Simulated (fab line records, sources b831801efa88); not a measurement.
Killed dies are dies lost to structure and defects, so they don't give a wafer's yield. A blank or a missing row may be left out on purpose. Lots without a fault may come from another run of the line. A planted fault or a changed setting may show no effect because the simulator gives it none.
A struck lot beside a sound one | flow sky130 | 18 steps out of a route of 708
Sound: wafers L789.2, L789.3, L789.6. Struck: wafers L791.1, L791.2, L791.5. The cause comes at the end.
At each step with rows: each side's tool, then ch and its chambers, then its first start. Under that, the readings that differ: sound wafers | struck wafers | difference of the means | sigmas: that difference in standard deviations of wafers without a fault.
alike: readings whose means differ by less than 2 such deviations, and words and numbers that are the same on both sides. not compared: withheld readings, readings that some wafer has no value for, bounds like >300 that may hide the same value, and numbers for which the record gives no deviation and whose values overlap.
The two part at a step that has a row with sigmas, a row that says differs or no value, or rows on one side only. Numbers that don't overlap but have no deviation are shown without sigmas and don't part them. A reading that every wafer of one side lacks parts them only if that side has two wafers or more.

first, 3 steps without rows for these wafers: SKY_SONOS_ONO_WET_ETCH_18 (etches Si3N4 in H3PO4, target depth 15 nm, time 172 s); SKY_GATE_OXIDE_CLEAN_00 (cleans in SC1/SC2, time 150 s); SKY_GATE_OXIDE_OXIDATION_01 (stabilise 600 s, purge 300 s, target thk 10.268 nm).
SKY_GATE_OXIDE_THK_MEAS_02:
  sound on film_metro-03, day 14 13:32; struck on film_metro-04, day 16 00:17
  alike: GATE_OXIDE_OXIDATION_00_THK
then, 7 steps without rows for these wafers: SKY_GATE_OXIDE_DEHYDRATE_03 (time 60 s); SKY_GATE_OXIDE_HMDS_04 (prime time 60 s); SKY_GATE_OXIDE_COAT_05 (resist thk 1140 nm); SKY_GATE_OXIDE_SOFTBAKE_06 (time 60 s); SKY_GATE_OXIDE_EXPOSE_07 (exposes mask LVOM, target cd 600 nm); SKY_GATE_OXIDE_PEB_08; SKY_GATE_OXIDE_DEVELOP_09 (develop time 60 s).
SKY_GATE_OXIDE_OVL_MEAS_10:
  sound on overlay-02, day 15 16:31; struck on overlay-02, day 17 03:26
  alike: GATE_OXIDE_OVL
SKY_GATE_OXIDE_IMPLANT_11:
  sound on implanter-02 ch 0, day 15 16:34; struck on implanter-03 ch 0, day 17 03:28
  reading            | sound                            | struck                           | difference  | sigmas
  dose_ions_cm2      | 2.6029e+12 2.6008e+12 2.5985e+12 | 1.8251e+12 1.8246e+12 1.8273e+12 | -7.7507e+11 | -99 or more
  faraday_current_uA | 14.8 14.4 14.6                   | 9.9 10.1 9.9                     | -4.6        | -14
then, 1 step without rows for these wafers: SKY_GATE_OXIDE_WET_ETCH_12 (etches SiO2 in dHF, target depth 16.8 nm, time 336 s).
SKY_GATE_OXIDE_STRIP_13: strips in O2/N2.
  sound on plasma_asher-04 ch 0,1, day 15 16:47; struck on plasma_asher-02 ch 0,1, day 17 03:43
  alike: drypump_motor_current_A, oes_product_au, strip_time_to_endpoint_s
  not compared: rf_hours_counter_h
SKY_GATE_OXIDE_TW_MEAS_14:
  sound on film_metro-01, day 15 16:54; struck on film_metro-04, day 17 03:49
  reading       | sound             | struck            | difference | sigmas
  GATE_OXIDE_TW | 225.7 226.0 225.5 | 207.9 206.4 207.5 | -18.5      | -9
then, 1 step without rows for these wafers: SKY_GATE_OXIDE_CLEAN_15 (cleans in SC1/SC2, time 150 s).
-- the record jumps here: 31 days lie between the struck wafers' starts before and after (it left off in module GATE_OXIDE and takes up again in module PAD_OPEN, whose first step shown is number 708 of the route) --
SKY_PAD_OPEN_PROBE_99:
  sound on prober-02, day 47 06:13; struck on prober-01, day 48 07:31
  reading                                   | sound             | struck            | difference | sigmas
  model.etest.tip_p.rs_ohm_sq               | 6612 6703 6656    | 7345 7360 7338    | +691       |
  model.etest.pfet_01v8.r_on_ohm_um         | 2853 2818 2912    | 3177 3265 3186    | +348       |
  model.etest.nfet_01v8_lvt.drive_ua_um     | 574.2 556.1 566   | 624.2 621 621.5   | +56.8      |
  model.etest.nfet_01v8.drive_ua_um         | 505.9 496.6 495.4 | 542.7 552.1 539.8 | +45.6      |
  model.etest.nfet_01v8_swapped.drive_ua_um | 508.7 492.6 495.6 | 545 546.6 533.8   | +43        |
  model.etest.nfet_01v8_turned.drive_ua_um  | 503.8 493.5 491.9 | 546.4 546.2 536.5 | +46.6      |
  model.etest.sram_nfet_pass.drive_ua_um    | 492.9 472.5 476.3 | 534.2 525.5 515.7 | +44.6      |
  model.etest.nfet_01v8.r_on_ohm_um         | 828.6 842.7 857.8 | 782.8 791.4 794.8 | -53.4      |
  alike: killed_at_M0_to_M3, killed_at_M4_up, killed_at_contacts, killed_at_front_end, killed_at_other, killed_dies, killed_open, killed_short

WHERE THEY PART
First at SKY_GATE_OXIDE_IMPLANT_11; last, within this record, at SKY_GATE_OXIDE_TW_MEAS_14. Later steps at which nothing parts them and some readings are alike: SKY_PAD_OPEN_PROBE_99.

WHY: what the simulator had put in
Process parameter drift: implanter-03, from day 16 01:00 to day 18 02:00, at SKY_GATE_OXIDE_IMPLANT_11. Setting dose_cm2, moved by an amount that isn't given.
